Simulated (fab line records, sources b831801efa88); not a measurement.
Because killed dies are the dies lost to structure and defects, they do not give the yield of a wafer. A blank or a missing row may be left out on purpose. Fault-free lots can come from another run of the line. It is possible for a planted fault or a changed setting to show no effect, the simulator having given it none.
fab line records | flow gf180mcu
record: lots: 13 wafers: 39 last_day: 34
route steps=602 shown V1@350 M2@373
lots untouched by any fault: they come from a run of this same line in which no faults occurred
start_h: hours from the record's first day to the start of the lot's first wafer shown | wait_h: hours elapsed since this lot's preceding step | " same as the row above | L1.1+2: several wafers, shown together as one row | - no value, or no start given | * or withheld: withheld | < > ~ a bound
route shown NAME@n: a module of which the file shows steps, and the number in the route of the first | usual: the fault-free wafers' mean and standard deviation | same: alike in all rows | chamber/n: place in a boat | sites: readings site by site | _std_site: the standard deviation of these | _edge_site: mean of outer sites minus mean of inner sites | radius_mm: how far each site lies from the wafer's centre | mask NAME#n: copy n | behind: the tool/chamber that last shaped the wafer | hold: what put the lot on hold/how long, in hours/how the hold closed | device: the transistor (n, p or np) that didn't switch | end of line: tests of these same wafers at the route's end | a step without rows: its recipe alone | killed: at the first sort, the dies lost to defects and structure; wafer yield is something else | map: the dies of a wafer, with x for killed, . for not killed, _ for no die there
set.NAME: the setting the step ran with; set.NAME@STEP: the setting that earlier step ran with | model.NAME: the simulator's own value behind a step, which no gauge read
one table for each step of the route and one row for each wafer, over a sample of lots
services: the hour from which a tool's chamber was out of use, counted from the record's first day as start_h (under 0 if before that day), plus the number of hours and why
== steps ==
step: GF_V1_OVL_MEAS_15
usual: V1_OVL: -4/5.8
columns lot.wafer tool chamber start_h wait_h V1_OVL[nm]
L282.1 overlay-01 - 405.39 0.1 -8
L282.4 " - " " -3
L282.6 " - " " -3
L283.3 overlay-01 - 415.40 0.1 -11
L283.4 " - " " -7
L283.5 " - " " -12
L284.3 overlay-01 - 425.64 0.1 -3
L284.4 " - " " 1
L284.5 " - " " -6
L285.1 overlay-02 - 440.58 0.1 0
L285.3 " - " " 11
L285.6 " - " " 1
L288.1 overlay-02 - 474.69 0.1 -16
L288.2 " - " " -12
L288.5 " - " " -6
L289.3 overlay-01 - 482.45 0.1 -4
L289.4 " - " " -11
L289.5 " - " " -5
L292.2 overlay-02 - 506.94 0.1 10
L292.3 " - " " 7
L292.5 " - " " 6
L293.1 overlay-02 - 514.08 0.1 4
L293.2 " - " " -3
L293.6 " - " " -2
L296.1 overlay-02 - 541.14 0.1 -6
L296.2 " - " " -7
L296.5 " - " " -7
L297.1 overlay-02 - 546.63 0.1 -1
L297.4 " - " " -1
L297.6 " - " " 0
L303.2 overlay-02 - 602.03 0.1 -9
L303.4 " - " " -11
L303.6 " - " " -8
L304.2 overlay-01 - 602.19 0.1 -4
L304.4 " - " " -6
L304.6 " - " " -4
L305.3 overlay-02 - 605.86 0.1 3
L305.5 " - " " 3
L305.6 " - " " 6
step: GF_V1_SPUTTER_21
recipe: material: Ti target_thk_nm: 15 chamber_pressure_pa: 5 power_w: 2500 substrate_temp_c: 200 time_s: 80.02
usual: throttle_valve_pct: 30.4/0.99
columns lot.wafer tool chamber start_h wait_h throttle_valve_pct
L282.1 pvd_sputter-02 - 406.10 0.0 30.5
L282.4 " - " " 30.2
L282.6 " - " " 31.5
L283.3 pvd_sputter-04 - 416.08 0.0 31.2
L283.4 " - " " 31.2
L283.5 " - " " 30.0
L284.3 pvd_sputter-02 - 426.36 0.0 28.2
L284.4 " - " " 30.0
L284.5 " - " " 28.1
L285.1 pvd_sputter-02 - 441.27 0.0 30.3
L285.3 " - " " 30.3
L285.6 " - " " 28.2
L288.1 pvd_sputter-01 - 475.80 0.0 29.4
L288.2 " - " " 32.1
L288.5 " - " " 30.3
L289.3 pvd_sputter-04 - 483.47 0.0 30.8
L289.4 " - " " 31.0
L289.5 " - " " 31.0
L292.2 pvd_sputter-01 - 507.64 0.0 29.0
L292.3 " - " " 29.3
L292.5 " - " " 29.6
L293.1 pvd_sputter-01 - 514.78 0.0 29.3
L293.2 " - " " 29.2
L293.6 " - " " 30.4
L296.1 pvd_sputter-01 - 541.84 0.0 31.9
L296.2 " - " " 30.5
L296.5 " - " " 30.2
L297.1 pvd_sputter-04 - 547.36 0.0 31.2
L297.4 " - " " 30.8
L297.6 " - " " 30.9
L303.2 pvd_sputter-04 - 602.72 0.0 30.2
L303.4 " - " " 30.9
L303.6 " - " " 30.9
L304.2 pvd_sputter-02 - 602.88 0.0 28.1
L304.4 " - " " 31.3
L304.6 " - " " 30.6
L305.3 pvd_sputter-02 - 606.54 0.0 28.2
L305.5 " - " " 28.1
L305.6 " - " " 30.3
step: GF_V1_THK_MEAS_25
recipe: thk_meas_gauge: xrf reads: W_of_V1_CVD_23
usual: V1_W_THK: 351/5.6
columns lot.wafer tool chamber start_h wait_h V1_W_THK[nm]
L282.1 film_metro-04 - 406.43 0.1 352
L282.4 " - " " 354
L282.6 " - " " 354
L283.3 film_metro-04 - 416.44 0.1 349
L283.4 " - " " 347
L283.5 " - " " 352
L284.3 film_metro-03 - 426.72 0.1 348
L284.4 " - " " 353
L284.5 " - " " 351
L285.1 film_metro-01 - 441.61 0.1 338
L285.3 " - " " 342
L285.6 " - " " 342
L288.1 film_metro-01 - 476.13 0.1 350
L288.2 " - " " 353
L288.5 " - " " 347
L289.3 film_metro-04 - 483.83 0.1 352
L289.4 " - " " 352
L289.5 " - " " 351
L292.2 film_metro-04 - 507.98 0.1 362
L292.3 " - " " 356
L292.5 " - " " 359
L293.1 film_metro-01 - 515.11 0.1 343
L293.2 " - " " 344
L293.6 " - " " 344
L296.1 film_metro-04 - 542.17 0.1 357
L296.2 " - " " 352
L296.5 " - " " 356
L297.1 film_metro-04 - 547.70 0.1 357
L297.4 " - " " 359
L297.6 " - " " 363
L303.2 film_metro-04 - 603.06 0.1 357
L303.4 " - " " 356
L303.6 " - " " 355
L304.2 film_metro-03 - 603.22 0.1 345
L304.4 " - " " 343
L304.6 " - " " 348
L305.3 film_metro-03 - 606.89 0.1 340
L305.5 " - " " 343
L305.6 " - " " 342
step: GF_M2_EXPOSE_11
recipe: mask_id: Metal2 target_cd_nm: 280 na: 0.68 source_shape: conventional sigma_outer: 0.6 dose_mj: 28
usual: exposure_dose_mJ_cm2: 28.100/0.026 stage_vel_mm_s: 499.96/0.26
columns lot.wafer tool chamber start_h wait_h mask exposure_dose_mJ_cm2 stage_vel_mm_s
L282.1 krf_scanner-02 0 419.55 - Metal2#0 28.066 499.82
L282.4 " 0 " " Metal2#0 28.044 499.90
L282.6 " 0 " " Metal2#0 28.084 500.13
L283.3 krf_scanner-01 0 428.86 - Metal2#0 28.072 499.88
L283.4 " 0 " " Metal2#0 28.093 499.98
L283.5 " 0 " " Metal2#0 28.107 499.60
L284.3 krf_scanner-01 0 440.09 - Metal2#0 28.117 500.19
L284.4 " 0 " " Metal2#0 28.115 499.99
L284.5 " 0 " " Metal2#0 28.096 499.81
L285.1 krf_scanner-02 0 454.89 - Metal2#0 28.073 499.81
L285.3 " 0 " " Metal2#0 28.104 500.08
L285.6 " 0 " " Metal2#0 28.149 499.94
L288.1 krf_scanner-01 0 488.99 - Metal2#0 28.118 499.88
L288.2 " 0 " " Metal2#0 28.121 500.06
L288.5 " 0 " " Metal2#0 28.068 499.51
L289.3 krf_scanner-01 0 496.00 - Metal2#0 28.110 499.73
L289.4 " 0 " " Metal2#0 28.058 499.87
L289.5 " 0 " " Metal2#0 28.064 499.89
L292.2 krf_scanner-02 0 520.36 - Metal2#0 28.043 500.02
L292.3 " 0 " " Metal2#0 28.042 500.01
L292.5 " 0 " " Metal2#0 28.038 500.24
L293.1 krf_scanner-02 0 527.02 - Metal2#0 28.114 500.11
L293.2 " 0 " " Metal2#0 28.099 499.84
L293.6 " 0 " " Metal2#0 28.154 500.19
L296.1 krf_scanner-02 0 554.04 - Metal2#0 28.160 500.11
L296.2 " 0 " " Metal2#0 28.100 500.05
L296.5 " 0 " " Metal2#0 28.119 500.21
L297.1 krf_scanner-01 0 559.04 - Metal2#0 27.069 500.85
L297.4 " 0 " " Metal2#0 27.060 500.74
L297.6 " 0 " " Metal2#0 27.057 500.67
L303.2 krf_scanner-01 0 613.29 - Metal2#0 28.110 500.00
L303.4 " 0 " " Metal2#0 28.068 500.20
L303.6 " 0 " " Metal2#0 28.123 499.86
L304.2 krf_scanner-01 0 613.68 - Metal2#0 28.096 499.86
L304.4 " 0 " " Metal2#0 28.063 500.11
L304.6 " 0 " " Metal2#0 28.054 499.79
L305.3 krf_scanner-01 0 617.86 - Metal2#0 28.089 499.72
L305.5 " 0 " " Metal2#0 28.096 499.49
L305.6 " 0 " " Metal2#0 28.110 499.49
step: GF_M2_CD_MEAS_14
recipe: target_cd_nm: 280
usual: cd_nm: 280.3/1.4
columns lot.wafer tool chamber start_h wait_h cd_nm
L282.1 cd_sem-02 - 431.17 0.1 280.5
L282.4 " - " " 281.2
L282.6 " - " " 281.1
L283.3 cd_sem-02 - 441.04 0.1 279.5
L283.4 " - " " 279.1
L283.5 " - " " 280.1
L284.3 cd_sem-02 - 451.45 0.1 281.0
L284.4 " - " " 282.4
L284.5 " - " " 281.7
L285.1 cd_sem-02 - 467.05 0.1 279.5
L285.3 " - " " 278.8
L285.6 " - " " 279.6
L288.1 cd_sem-01 - 500.71 0.1 282.0
L288.2 " - " " 282.4
L288.5 " - " " 282.5
L289.3 cd_sem-02 - 507.86 0.1 282.7
L289.4 " - " " 282.7
L289.5 " - " " 282.7
L292.2 cd_sem-02 - 531.37 0.1 281.8
L292.3 " - " " 283.3
L292.5 " - " " 282.9
L293.1 cd_sem-02 - 538.47 0.1 279.4
L293.2 " - " " 278.5
L293.6 " - " " 280.0
L296.1 cd_sem-02 - 564.41 0.1 277.9
L296.2 " - " " 278.0
L296.5 " - " " 278.1
L297.1 cd_sem-01 - 569.66 0.1 274.3
L297.4 " - " " 257.4
L297.6 " - " " 257.5
L303.2 cd_sem-01 - 623.57 0.1 279.6
L303.4 " - " " 278.7
L303.6 " - " " 278.7
L304.2 cd_sem-02 - 623.92 0.1 281.0
L304.4 " - " " 280.6
L304.6 " - " " 279.1
L305.3 cd_sem-02 - 627.65 0.1 279.6
L305.5 " - " " 280.9
L305.6 " - " " 280.6
== services ==
columns tool chamber start_h hours kind
krf_scanner-01 - 388.69 0.8 pm
pvd_sputter-02 1 409.48 - consumable_replace:kit
pvd_sputter-02 1 409.48 18.0 scheduled_down
krf_scanner-02 - 428.48 1.0 pm
krf_scanner-01 - 448.83 2.3 repair
krf_scanner-02 - 459.96 0.4 repair
krf_scanner-02 - 475.46 1.3 pm
krf_scanner-01 - 483.27 0.4 repair
krf_scanner-02 - 486.65 3.0 pm
krf_scanner-01 - 489.65 4.4 pm
pvd_sputter-02 - 495.76 2.2 repair
krf_scanner-01 - 497.97 3.6 pm
krf_scanner-02 - 510.54 4.4 pm
pvd_sputter-02 - 527.34 9.0 repair
krf_scanner-01 - 528.12 1.3 pm
krf_scanner-01 - 534.46 0.7 repair
krf_scanner-02 - 539.81 0.8 pm
krf_scanner-01 - 541.55 1.0 pm
krf_scanner-01 - 557.49 0.8 pm
krf_scanner-02 - 559.67 36.0 pm
krf_scanner-01 - 562.01 1.8 repair
pvd_sputter-04 - 568.06 3.3 repair
krf_scanner-02 - 597.50 1.0 pm
krf_scanner-02 - 613.07 2.4 repair
== key ==
first_sign: step: GF_M2_EXPOSE_11 reading: exposure_dose_mJ_cm2 direction: down sigmas: 40 usual: 28.100 struck: 27.062
effect: step: GF_M2_CD_MEAS_14 reading: cd_nm direction: down sigmas: 12 usual: 280.3 struck: 263.1 through: control_loop
met_at GF_M2_EXPOSE_11
struck_lots L297
sort_left_out L297.1,L297.4,L297.6
loop_trim: step: GF_M2_EXPOSE_11 setting: dose lots: L297
not_acting_at GF_V1_OVL_MEAS_15,GF_V1_SPUTTER_21,GF_V1_THK_MEAS_25
onset_between 496.00 559.04
fault: kind: process_parameter_drift tool: krf_scanner-01 chamber: - onset_h: 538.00 steps: GF_M2_EXPOSE_11 channel: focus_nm offset: 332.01 spread_by_wafer: 0.3 shape: step end_h: 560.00
sort_left_out: the simulated sort isn't trusted on such a fault, so these wafers' sort isn't shown, and their yield isn't known
loop_trim: a control loop set the setting to another value than it would have without faults
